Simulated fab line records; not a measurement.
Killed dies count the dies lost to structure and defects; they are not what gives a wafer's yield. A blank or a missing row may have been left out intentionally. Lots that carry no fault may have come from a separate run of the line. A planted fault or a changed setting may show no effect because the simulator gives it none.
Which tool did it? || flow gf180mcu || Sampling: 11 lots, 33 wafers, 5 of 602 route steps

WHAT EACH GAUGE READ, for each wafer
GF_V2_THK_MEAS_03.
{"lot": "L108", "measured": "day 20 05:57", "on": "filmMetro-01", "V2_CVD_02_THK (nm)": "854 853 868"}
{"lot": "L110", "measured": "day 20 17:21", "on": "filmMetro-01", "V2_CVD_02_THK (nm)": "848 851 869"}
{"lot": "L112", "measured": "day 21 07:39", "on": "filmMetro-01", "V2_CVD_02_THK (nm)": "836 856 849"}
{"lot": "L113", "measured": "day 21 14:31", "on": "filmMetro-01", "V2_CVD_02_THK (nm)": "853 856 862"}
{"lot": "L114", "measured": "day 22 02:57", "on": "filmMetro-03", "V2_CVD_02_THK (nm)": "854 865 862"}
{"lot": "L116", "measured": "day 22 21:27", "on": "filmMetro-02", "V2_CVD_02_THK (nm)": "852 865 847"}
{"lot": "L118", "measured": "day 23 11:40", "on": "filmMetro-01", "V2_CVD_02_THK (nm)": "834 832 869"}
{"lot": "L119", "measured": "day 23 14:19", "on": "filmMetro-02", "V2_CVD_02_THK (nm)": "844 829 855"}
{"lot": "L121", "measured": "day 24 12:32", "on": "filmMetro-03", "V2_CVD_02_THK (nm)": "1262 834 846"}
{"lot": "L122", "measured": "day 24 20:44", "on": "filmMetro-03", "V2_CVD_02_THK (nm)": "1266 836 855"}
{"lot": "L130", "measured": "day 27 00:59", "on": "filmMetro-03", "V2_CVD_02_THK (nm)": "867 864 867"}

EACH LOT AND THE TOOL THAT RAN IT (in order: tool; ch and the chambers of the sampled wafers; start)
{"lot": "L108", "GF_V1_SPUTTER_21": "pvdSputter-02, day 19 04:00", "GF_M2_SPUTTER_00": "pvdSputter-03, day 19 04:41", "GF_M2_STRIP_17": "plasmaAsher-04 ch 0, day 20 05:11", "GF_V2_CVD_02": "pecvd-01 ch 1,2, day 20 05:53"}
{"lot": "L110", "GF_V1_SPUTTER_21": "pvdSputter-02, day 19 14:52", "GF_M2_SPUTTER_00": "pvdSputter-03, day 19 15:40", "GF_M2_STRIP_17": "plasmaAsher-01 ch 0,1, day 20 16:37", "GF_V2_CVD_02": "pecvd-01 ch 0,1,2, day 20 17:16"}
{"lot": "L112", "GF_V1_SPUTTER_21": "pvdSputter-04, day 20 05:25", "GF_M2_SPUTTER_00": "pvdSputter-02, day 20 06:07", "GF_M2_STRIP_17": "plasmaAsher-04 ch 1, day 21 06:53", "GF_V2_CVD_02": "pecvd-04 ch 0,1,2, day 21 07:35"}
{"lot": "L113", "GF_V1_SPUTTER_21": "pvdSputter-01, day 20 12:23", "GF_M2_SPUTTER_00": "pvdSputter-02, day 20 13:04", "GF_M2_STRIP_17": "plasmaAsher-04 ch 0,1, day 21 13:44", "GF_V2_CVD_02": "pecvd-01 ch 1,2, day 21 14:26"}
{"lot": "L114", "GF_V1_SPUTTER_21": "pvdSputter-01, day 21 01:04", "GF_M2_SPUTTER_00": "pvdSputter-02, day 21 01:53", "GF_M2_STRIP_17": "plasmaAsher-04 ch 0,1, day 22 02:08", "GF_V2_CVD_02": "pecvd-04 ch 0,2, day 22 02:52"}
{"lot": "L116", "GF_V1_SPUTTER_21": "pvdSputter-02, day 21 19:52", "GF_M2_SPUTTER_00": "pvdSputter-01, day 21 20:34", "GF_M2_STRIP_17": "plasmaAsher-04 ch 1, day 22 20:23", "GF_V2_CVD_02": "pecvd-02 ch 0,1, day 22 21:23"}
{"lot": "L118", "GF_V1_SPUTTER_21": "pvdSputter-01, day 22 10:37", "GF_M2_SPUTTER_00": "pvdSputter-01, day 22 11:18", "GF_M2_STRIP_17": "plasmaAsher-02 ch 0, day 23 10:56", "GF_V2_CVD_02": "pecvd-02 ch 0,1,2, day 23 11:36"}
{"lot": "L119", "GF_V1_SPUTTER_21": "pvdSputter-04, day 22 13:56", "GF_M2_SPUTTER_00": "pvdSputter-03, day 22 14:37", "GF_M2_STRIP_17": "plasmaAsher-04 ch 0,1, day 23 13:35", "GF_V2_CVD_02": "pecvd-02 ch 1,2, day 23 14:15"}
{"lot": "L121", "GF_V1_SPUTTER_21": "pvdSputter-02, day 23 13:10", "GF_M2_SPUTTER_00": "pvdSputter-03, day 23 14:04", "GF_M2_STRIP_17": "plasmaAsher-04 ch 0,1, day 24 11:49", "GF_V2_CVD_02": "pecvd-02 ch 0,1,2, day 24 12:28"}
{"lot": "L122", "GF_V1_SPUTTER_21": "pvdSputter-01, day 23 20:33", "GF_M2_SPUTTER_00": "pvdSputter-02, day 23 21:21", "GF_M2_STRIP_17": "plasmaAsher-04 ch 0,1, day 24 20:01", "GF_V2_CVD_02": "pecvd-02 ch 0,1,2, day 24 20:39"}
{"lot": "L130", "GF_V1_SPUTTER_21": "pvdSputter-04, day 26 02:31", "GF_M2_SPUTTER_00": "pvdSputter-02, day 26 03:13", "GF_M2_STRIP_17": "plasmaAsher-02 ch 0, day 27 00:13", "GF_V2_CVD_02": "pecvd-04 ch 0,2, day 27 00:55"}
- GF_V1_SPUTTER_21: material Ti, target thk 15 nm, time 80.02 s.
- GF_M2_SPUTTER_00: material Ti, target thk 37.5 nm, time 150 s.
- GF_M2_STRIP_17: strips in O2/N2.
- GF_V2_CVD_02: deposits SiO2 from TEOS, target thk 850 nm, time 94.851 s.

WHAT THE TOOLS THEMSELVES READ (means of the sampled wafers that have a number; where no wafer has one, the mark that the record gives instead)
GF_V1_SPUTTER_21.
{"lot": "L108", "tool": "pvdSputter-02", "throttleValvePct (%)": 29.7}
{"lot": "L110", "tool": "pvdSputter-02", "throttleValvePct (%)": 29.6}
{"lot": "L112", "tool": "pvdSputter-04", "throttleValvePct (%)": 30.3}
{"lot": "L113", "tool": "pvdSputter-01", "throttleValvePct (%)": 30.3}
{"lot": "L114", "tool": "pvdSputter-01", "throttleValvePct (%)": 30.4}
{"lot": "L116", "tool": "pvdSputter-02", "throttleValvePct (%)": 29.7}
{"lot": "L118", "tool": "pvdSputter-01", "throttleValvePct (%)": 30.3}
{"lot": "L119", "tool": "pvdSputter-04", "throttleValvePct (%)": 30.3}
{"lot": "L121", "tool": "pvdSputter-02", "throttleValvePct (%)": 30.2}
{"lot": "L122", "tool": "pvdSputter-01", "throttleValvePct (%)": 30.3}
{"lot": "L130", "tool": "pvdSputter-04", "throttleValvePct (%)": 30.2}

GF_M2_SPUTTER_00.
{"lot": "L108", "tool": "pvdSputter-03", "throttleValvePct (%)": 29.2}
{"lot": "L110", "tool": "pvdSputter-03", "throttleValvePct (%)": 30.1}
{"lot": "L112", "tool": "pvdSputter-02", "throttleValvePct (%)": 29.6}
{"lot": "L113", "tool": "pvdSputter-02", "throttleValvePct (%)": 30.5}
{"lot": "L114", "tool": "pvdSputter-02", "throttleValvePct (%)": 30.7}
{"lot": "L116", "tool": "pvdSputter-01", "throttleValvePct (%)": 30.3}
{"lot": "L118", "tool": "pvdSputter-01", "throttleValvePct (%)": 30.5}
{"lot": "L119", "tool": "pvdSputter-03", "throttleValvePct (%)": 30.3}
{"lot": "L121", "tool": "pvdSputter-03", "throttleValvePct (%)": 29.7}
{"lot": "L122", "tool": "pvdSputter-02", "throttleValvePct (%)": 30.2}
{"lot": "L130", "tool": "pvdSputter-02", "throttleValvePct (%)": 30.8}

GF_M2_STRIP_17.
{"lot": "L108", "tool": "plasmaAsher-04", "drypumpMotorCurrentA (A)": 5.2, "heaterPowerW (W)": 325, "oesProductAu (a.u.)": 0.561, "stripTimeToEndpointS (s)": 7.94}
{"lot": "L110", "tool": "plasmaAsher-01", "drypumpMotorCurrentA (A)": 5.7, "heaterPowerW (W)": 328, "oesProductAu (a.u.)": 0.559, "stripTimeToEndpointS (s)": 7.85}
{"lot": "L112", "tool": "plasmaAsher-04", "drypumpMotorCurrentA (A)": 5.5, "heaterPowerW (W)": 301, "oesProductAu (a.u.)": 0.557, "stripTimeToEndpointS (s)": 7.86}
{"lot": "L113", "tool": "plasmaAsher-04", "drypumpMotorCurrentA (A)": 5.5, "heaterPowerW (W)": 308, "oesProductAu (a.u.)": 0.562, "stripTimeToEndpointS (s)": 7.86}
{"lot": "L114", "tool": "plasmaAsher-04", "drypumpMotorCurrentA (A)": 5.3, "heaterPowerW (W)": 312, "oesProductAu (a.u.)": 0.558, "stripTimeToEndpointS (s)": 7.88}
{"lot": "L116", "tool": "plasmaAsher-04", "drypumpMotorCurrentA (A)": 5.6, "heaterPowerW (W)": 309, "oesProductAu (a.u.)": 0.564, "stripTimeToEndpointS (s)": 7.93}
{"lot": "L118", "tool": "plasmaAsher-02", "drypumpMotorCurrentA (A)": 5.3, "heaterPowerW (W)": 335, "oesProductAu (a.u.)": 0.559, "stripTimeToEndpointS (s)": 7.88}
{"lot": "L119", "tool": "plasmaAsher-04", "drypumpMotorCurrentA (A)": 5.4, "heaterPowerW (W)": 311, "oesProductAu (a.u.)": 0.557, "stripTimeToEndpointS (s)": 7.86}
{"lot": "L121", "tool": "plasmaAsher-04", "drypumpMotorCurrentA (A)": 5.3, "heaterPowerW (W)": 320, "oesProductAu (a.u.)": 0.556, "stripTimeToEndpointS (s)": 7.87}
{"lot": "L122", "tool": "plasmaAsher-04", "drypumpMotorCurrentA (A)": 5.3, "heaterPowerW (W)": 325, "oesProductAu (a.u.)": 0.555, "stripTimeToEndpointS (s)": 7.83}
{"lot": "L130", "tool": "plasmaAsher-02", "drypumpMotorCurrentA (A)": 5.3, "heaterPowerW (W)": 333, "oesProductAu (a.u.)": 0.558, "stripTimeToEndpointS (s)": 7.88}

GF_V2_CVD_02.
{"lot": "L108", "tool": "pecvd-01", "heaterPowerW (W)": 718}
{"lot": "L110", "tool": "pecvd-01", "heaterPowerW (W)": 617}
{"lot": "L112", "tool": "pecvd-04", "heaterPowerW (W)": 593}
{"lot": "L113", "tool": "pecvd-01", "heaterPowerW (W)": 721}
{"lot": "L114", "tool": "pecvd-04", "heaterPowerW (W)": 630}
{"lot": "L116", "tool": "pecvd-02", "heaterPowerW (W)": 522}
{"lot": "L118", "tool": "pecvd-02", "heaterPowerW (W)": 627}
{"lot": "L119", "tool": "pecvd-02", "heaterPowerW (W)": 667}
{"lot": "L121", "tool": "pecvd-02", "heaterPowerW (W)": 637}
{"lot": "L122", "tool": "pecvd-02", "heaterPowerW (W)": 613}
{"lot": "L130", "tool": "pecvd-04", "heaterPowerW (W)": 592}

THE ANSWER, worked out from the rows above alone
Rule: what is usual is taken from the lots themselves. Put in order of their means at a reading, lots are off if they are a third of the lots or fewer, leave a main group of 4 or more, and stand apart from it by a gap of 3 or more times the standard deviation of the main group's means; of several such gaps the widest counts. If all means in a main group match to the digits the tables above print for the reading, that group is not used. Also off: a lot with no number at a reading for which 4 or more lots have one. All remaining lots with rows at the step are treated as sound. The gauges are gone through in route order, then the tools' own readings, and for those a lot's mean is taken as printed above. The first step at which some lot is off is used, and at that step the reading that is off furthest; a lot without a number counts as furthest.
Off: at GF_V2_THK_MEAS_03 (V2_CVD_02_THK), L121, L122. For the main group the mean is 854 nm and the standard deviation 7.3.
A tool fits if, at a process step before that reading, it ran every lot that is off, and no sound lot after the first of them. The gauges at GF_V2_THK_MEAS_03 are tried like those tools. Undecided on this evidence; 2 tools fit (plasmaAsher-04 at GF_M2_STRIP_17, pecvd-02 at GF_V2_CVD_02).

WHAT THE SIMULATOR HAD INSERTED
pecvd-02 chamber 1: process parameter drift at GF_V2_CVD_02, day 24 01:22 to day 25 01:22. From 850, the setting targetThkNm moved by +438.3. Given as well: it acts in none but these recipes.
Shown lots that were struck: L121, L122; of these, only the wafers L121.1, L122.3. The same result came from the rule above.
